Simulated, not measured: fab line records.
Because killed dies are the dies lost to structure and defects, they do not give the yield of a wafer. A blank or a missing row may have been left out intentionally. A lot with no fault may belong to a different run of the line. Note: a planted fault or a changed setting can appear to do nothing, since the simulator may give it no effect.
Shared-tool check | flow sky130 | Lots sampled 10, wafers sampled 33

== WHY THIS WAS OPENED ==
1 of 10 lots carry a flag on the reading VT_ADJUST_LVTN_2_TW at SKY_VT_ADJUST_LVTN_TW_MEAS_21. No-fault wafers: 189.4, standard deviation 3.
Rule: flag the lot when none of its wafers has a number, or when each of its wafers that has one lies beyond 4 standard deviations from that mean. All remaining lots are regarded as sound.

lot  | measured     | on           | VT_ADJUST_LVTN_2_TW, wafer by wafer | flag
L920 | day 7 17:38  | filmMetro-03 | 188.8 189.8 189.3                   | 
L921 | day 8 01:17  | filmMetro-03 | 189.0 189.9 189.3                   | 
L926 | day 9 13:16  | filmMetro-04 | 29.7 29.7 29.7 29.8 29.7 29.6       | FLAGGED
L933 | day 11 08:40 | filmMetro-04 | 186.7 187.2 186.6                   | 
L936 | day 12 04:56 | filmMetro-04 | 188.2 188.5 186.5                   | 
L937 | day 12 22:53 | filmMetro-03 | 188.8 189.3 187.2                   | 
L939 | day 13 03:38 | filmMetro-03 | 189.3 189.6 190.0                   | 
L940 | day 13 13:02 | filmMetro-04 | 185.6 184.7 184.9                   | 
L941 | day 13 13:40 | filmMetro-01 | 193.4 193.3 192.5                   | 
L942 | day 13 22:28 | filmMetro-01 | 192.2 191.7 193.3                   | 
The mean of the flagged lots' numbers is 29.7, -159.7 from the usual (-53 standard deviations).

== LOT BY LOT: THE TOOL USED ==
The record holds 4 process steps before the reading, out of a route of 708 steps. In each cell: the tool, then ch and the chambers that the sampled wafers went through, then the start.
lot  | flag    | SKY_PWDE_STRIP_09                  | SKY_NWELL_RTA_28                | SKY_VT_ADJUST_LVTN_STRIP_09         | SKY_VT_ADJUST_LVTN_STRIP_20
L920 |         | plasmaAsher-04 ch 0,1, day 3 19:49 | rtpAnneal-02 ch 0, day 5 07:03  | plasmaAsher-01 ch 0,1, day 6 20:43  | plasmaAsher-01 ch 0,1, day 7 17:33
L921 |         | plasmaAsher-02 ch 0,1, day 4 02:47 | rtpAnneal-01 ch 0, day 5 13:42  | plasmaAsher-03 ch 0,1, day 7 04:58  | plasmaAsher-03 ch 0,1, day 8 01:11
L926 | FLAGGED | plasmaAsher-04 ch 0,1, day 5 06:32 | rtpAnneal-02 ch 0, day 6 21:16  | plasmaAsher-03 ch 1, day 8 14:56    | plasmaAsher-01 ch 0,1, day 9 13:10
L933 |         | plasmaAsher-03 ch 0,1, day 6 20:02 | rtpAnneal-02 ch 0, day 8 13:02  | plasmaAsher-01 ch 0,1, day 10 08:47 | plasmaAsher-03 ch 0,1, day 11 08:34
L936 |         | plasmaAsher-04 ch 0,1, day 7 15:14 | rtpAnneal-01 ch 0, day 9 08:36  | plasmaAsher-01 ch 0,1, day 11 05:23 | plasmaAsher-04 ch 0,1, day 12 04:50
L937 |         | plasmaAsher-03 ch 0,1, day 8 03:08 | rtpAnneal-01 ch 0, day 9 23:09  | plasmaAsher-04 ch 0,1, day 11 22:26 | plasmaAsher-03 ch 0,1, day 12 22:47
L939 |         | plasmaAsher-02 ch 0,1, day 8 08:44 | rtpAnneal-02 ch 0, day 10 04:05 | plasmaAsher-04 ch 0,1, day 12 02:28 | plasmaAsher-01 ch 0,1, day 13 03:32
L940 |         | plasmaAsher-02 ch 0,1, day 8 15:08 | rtpAnneal-01 ch 0, day 10 12:14 | plasmaAsher-03 ch 0,1, day 12 11:49 | plasmaAsher-04 ch 0,1, day 13 12:56
L941 |         | plasmaAsher-03 ch 0, day 8 17:02   | rtpAnneal-02 ch 0, day 10 13:03 | plasmaAsher-03 ch 0,1, day 12 13:08 | plasmaAsher-03 ch 0,1, day 13 13:34
L942 |         | plasmaAsher-04 ch 0,1, day 8 22:26 | rtpAnneal-02 ch 0, day 10 20:25 | plasmaAsher-03 ch 0,1, day 12 20:44 | plasmaAsher-03 ch 0,1, day 13 22:22
What the steps here do:
- SKY_PWDE_STRIP_09: strips in O2/N2.
- SKY_NWELL_RTA_28: time 30 s.
- SKY_VT_ADJUST_LVTN_STRIP_09: strips in O2/N2.
- SKY_VT_ADJUST_LVTN_STRIP_20: strips in O2/N2.
- SKY_VT_ADJUST_LVTN_TW_MEAS_21

== FLAGGED AGAINST TOTAL, ONE TOOL AT A TIME (gauges that did the reading follow at the end) ==
step                          | tool           | lots run | flagged | share of the flagged lots | sound lots run after its first flagged lot
SKY_PWDE_STRIP_09             | plasmaAsher-02 | 3        | 0       | none                      | -
SKY_PWDE_STRIP_09             | plasmaAsher-03 | 3        | 0       | none                      | -
SKY_PWDE_STRIP_09             | plasmaAsher-04 | 4        | 1       | all                       | 2 (L936,L942)
SKY_NWELL_RTA_28              | rtpAnneal-01   | 4        | 0       | none                      | -
SKY_NWELL_RTA_28              | rtpAnneal-02   | 6        | 1       | all                       | 4 (L933,L939,L941,L942)
SKY_VT_ADJUST_LVTN_STRIP_09   | plasmaAsher-01 | 3        | 0       | none                      | -
SKY_VT_ADJUST_LVTN_STRIP_09   | plasmaAsher-03 | 5        | 1       | all                       | 3 (L940,L941,L942)
SKY_VT_ADJUST_LVTN_STRIP_09   | plasmaAsher-04 | 2        | 0       | none                      | -
SKY_VT_ADJUST_LVTN_STRIP_20   | plasmaAsher-01 | 3        | 1       | all                       | 1 (L939)
SKY_VT_ADJUST_LVTN_STRIP_20   | plasmaAsher-03 | 5        | 0       | none                      | -
SKY_VT_ADJUST_LVTN_STRIP_20   | plasmaAsher-04 | 2        | 0       | none                      | -
SKY_VT_ADJUST_LVTN_TW_MEAS_21 | filmMetro-01   | 2        | 0       | none                      | -
SKY_VT_ADJUST_LVTN_TW_MEAS_21 | filmMetro-03   | 4        | 0       | none                      | -
SKY_VT_ADJUST_LVTN_TW_MEAS_21 | filmMetro-04   | 4        | 1       | all                       | 3 (L933,L936,L940)

== THE TABLE: WHAT IT ALLOWS ==
5 rows of the table ran every flagged lot: plasmaAsher-04 at SKY_PWDE_STRIP_09, rtpAnneal-02 at SKY_NWELL_RTA_28, plasmaAsher-03 at SKY_VT_ADJUST_LVTN_STRIP_09, plasmaAsher-01 at SKY_VT_ADJUST_LVTN_STRIP_20, filmMetro-04 at SKY_VT_ADJUST_LVTN_TW_MEAS_21.
- plasmaAsher-04 at SKY_PWDE_STRIP_09 ran 4 lots, 1 of them flagged. Sound lots followed the first flagged one (L936, L942) on it, something a lasting fault affecting the whole tool could not allow.
- rtpAnneal-02 at SKY_NWELL_RTA_28 ran 6 lots, 1 of them flagged. Sound lots followed the first flagged one (L933, L939, L941, L942) on it, something a lasting fault affecting the whole tool could not allow.
- plasmaAsher-03 at SKY_VT_ADJUST_LVTN_STRIP_09 ran 5 lots, 1 of them flagged. Sound lots followed the first flagged one (L940, L941, L942) on it, something a lasting fault affecting the whole tool could not allow. Its own readings lie more than 4 standard deviations out on every wafer of the flagged lots: oesProductAu.
- plasmaAsher-01 at SKY_VT_ADJUST_LVTN_STRIP_20 ran 3 lots, 1 of them flagged. Sound lots followed the first flagged one (L939) on it, something a lasting fault affecting the whole tool could not allow. Its own readings lie more than 4 standard deviations out on every wafer of the flagged lots: stripTimeToEndpointS.
- filmMetro-04 at SKY_VT_ADJUST_LVTN_TW_MEAS_21 ran 4 lots, 1 of them flagged. Sound lots followed the first flagged one (L933, L936, L940) on it, something a lasting fault affecting the whole tool could not allow.
Not one row of the table ran every flagged lot while running no sound lot after the first.

== WHAT THE SIMULATOR HAD INSERTED ==
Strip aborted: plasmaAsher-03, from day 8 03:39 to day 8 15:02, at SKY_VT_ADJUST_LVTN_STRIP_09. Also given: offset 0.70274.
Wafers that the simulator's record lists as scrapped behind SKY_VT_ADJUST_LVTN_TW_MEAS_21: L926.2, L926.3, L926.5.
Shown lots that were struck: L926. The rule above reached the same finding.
